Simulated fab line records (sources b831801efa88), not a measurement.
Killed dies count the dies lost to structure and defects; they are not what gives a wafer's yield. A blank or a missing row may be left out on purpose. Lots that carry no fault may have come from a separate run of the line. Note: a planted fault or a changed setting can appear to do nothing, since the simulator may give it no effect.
A lot that was struck, set against a sound lot / flow sky130 / 22 steps out of a route of 708
Sound: these wafers, L398.1, L398.2, L398.6. Struck: wafers L403.3, L403.4, L403.6. Last of all comes the cause.
For every step that has rows: the tool of each side, followed by ch and its chambers, followed by its first start. Under that, the readings that differ: sound wafers / struck wafers / difference of the means / sigmas: that difference in standard deviations of wafers without a fault.
alike: same words and numbers on both sides, and readings whose means sit less than 2 such deviations apart. not compared: any withheld reading, any reading some wafer has no value for, any bound like >300 that may hide the same value, and any number with overlapping values for which the record gives no deviation.
The two part at a step that has a row with sigmas, a row that says differs or no value, or rows on one side only. Numbers that don't overlap but have no deviation are shown without sigmas and don't part them. A reading that every wafer of one side lacks parts them only if that side has two wafers or more.

first, 5 steps without rows for these wafers: SKY_VT_ADJUST_HVTP_COAT_02 (resist thk 1140 nm); SKY_VT_ADJUST_HVTP_SOFTBAKE_03 (time 60 s); SKY_VT_ADJUST_HVTP_EXPOSE_04 (exposes mask HVTPM, target cd 380 nm); SKY_VT_ADJUST_HVTP_PEB_05; SKY_VT_ADJUST_HVTP_DEVELOP_06 (develop time 60 s).
SKY_VT_ADJUST_HVTP_CD_MEAS_07: the cd target is 380 nm.
  sound on cdSem-01, day 6 16:59; struck on cdSem-02, day 7 23:51
  alike: cdNm
SKY_VT_ADJUST_HVTP_OVL_MEAS_08:
  sound on overlay-01, day 6 17:06; struck on overlay-02, day 7 23:57
reading=VT_ADJUST_HVTP_OVL (nm); sound=1.2 3.0 1.2; struck=-0.9 -2.3 -3.0; difference=-3.9; sigmas=-2
after that, 1 step had no rows for these wafers: SKY_VT_ADJUST_HVTP_IMPLANT_09.
SKY_VT_ADJUST_HVTP_STRIP_10: strips in O2/N2.
  sound on plasmaAsher-04 ch 0,1, day 6 17:17; struck on plasmaAsher-01 ch 0,1, day 8 00:09
  alike: drypumpMotorCurrentA, oesProductAu, stripTimeToEndpointS
  not compared: rfHoursCounterH
SKY_VT_ADJUST_HVTP_TW_MEAS_11:
  sound on filmMetro-03, day 6 17:23; struck on filmMetro-03, day 8 00:14
  alike: VT_ADJUST_HVTP_TW
then, 2 steps without rows for these wafers: SKY_VT_ADJUST_LVTN_DEHYDRATE_00 (time 60 s); SKY_VT_ADJUST_LVTN_HMDS_01 (prime time 60 s).
SKY_VT_ADJUST_LVTN_COAT_02: resist thk 3000 nm.
  sound on lithoTrack-01 ch 0, day 7 03:18; struck on lithoTrack-03 ch 0, day 8 10:16
reading=model.coat_of_VT_ADJUST_LVTN_COAT_02.thkNm (nm); sound=3017 3012 3012; struck=3092 3101 3104; difference=+85; sigmas=
then, 3 steps without rows for these wafers: SKY_VT_ADJUST_LVTN_SOFTBAKE_03; SKY_VT_ADJUST_LVTN_EXPOSE_04 (exposes mask NWM COMPLEMENT LESS NATIVE, target cd 840 nm); SKY_VT_ADJUST_LVTN_PEB_05.
SKY_VT_ADJUST_LVTN_DEVELOP_06: develop time 60 s.
  sound: lithoTrack-03 ch 0; struck: lithoTrack-02 ch 0
reading=model.coat_of_VT_ADJUST_LVTN_COAT_02.thkNm (nm); sound=3013 3008 3007; struck=3088 3096 3100; difference=+85; sigmas=
SKY_VT_ADJUST_LVTN_OVL_MEAS_07:
  sound on overlay-02, day 7 13:41; struck on overlay-02, day 8 21:58
  alike: VT_ADJUST_LVTN_OVL
after that, 1 step had no rows for these wafers: SKY_VT_ADJUST_LVTN_IMPLANT_08.
SKY_VT_ADJUST_LVTN_STRIP_09: strips in O2/N2.
  sound on plasmaAsher-02 ch 0,1, day 7 13:52; struck on plasmaAsher-04 ch 0,1, day 8 22:10
reading=stripTimeToEndpointS (s); sound=37.10 37.05 37.04; struck=37.95 38.06 38.09; difference=+0.97; sigmas=+8
  alike: drypumpMotorCurrentA, oesProductAu
  not compared: rfHoursCounterH
SKY_VT_ADJUST_LVTN_TW_MEAS_10:
  sound on filmMetro-04, day 7 13:58; struck on filmMetro-03, day 8 22:16
  alike: VT_ADJUST_LVTN_TW
-- a jump in the record: the struck wafers' starts before and after are 40 days apart (it breaks off in module VT_ADJUST_LVTN and resumes in module PAD_OPEN, where the first step shown is number 708 of the route) --
SKY_PAD_OPEN_PROBE_99:
  sound on prober-01, day 47 15:36; struck on prober-01, day 49 01:14
reading=killedOpen; sound=57 43 60; struck=47 31 44; difference=-13; sigmas=-2
  alike: killed_at_M0_to_M3, killed_at_M4_up, killedAtContacts, killedAtFrontEnd, killedAtOther, killedDies, killedShort

WHERE THEY PART
First at SKY_VT_ADJUST_HVTP_OVL_MEAS_08; last, within this record, at SKY_PAD_OPEN_PROBE_99.

WHY: the cause the simulator had injected
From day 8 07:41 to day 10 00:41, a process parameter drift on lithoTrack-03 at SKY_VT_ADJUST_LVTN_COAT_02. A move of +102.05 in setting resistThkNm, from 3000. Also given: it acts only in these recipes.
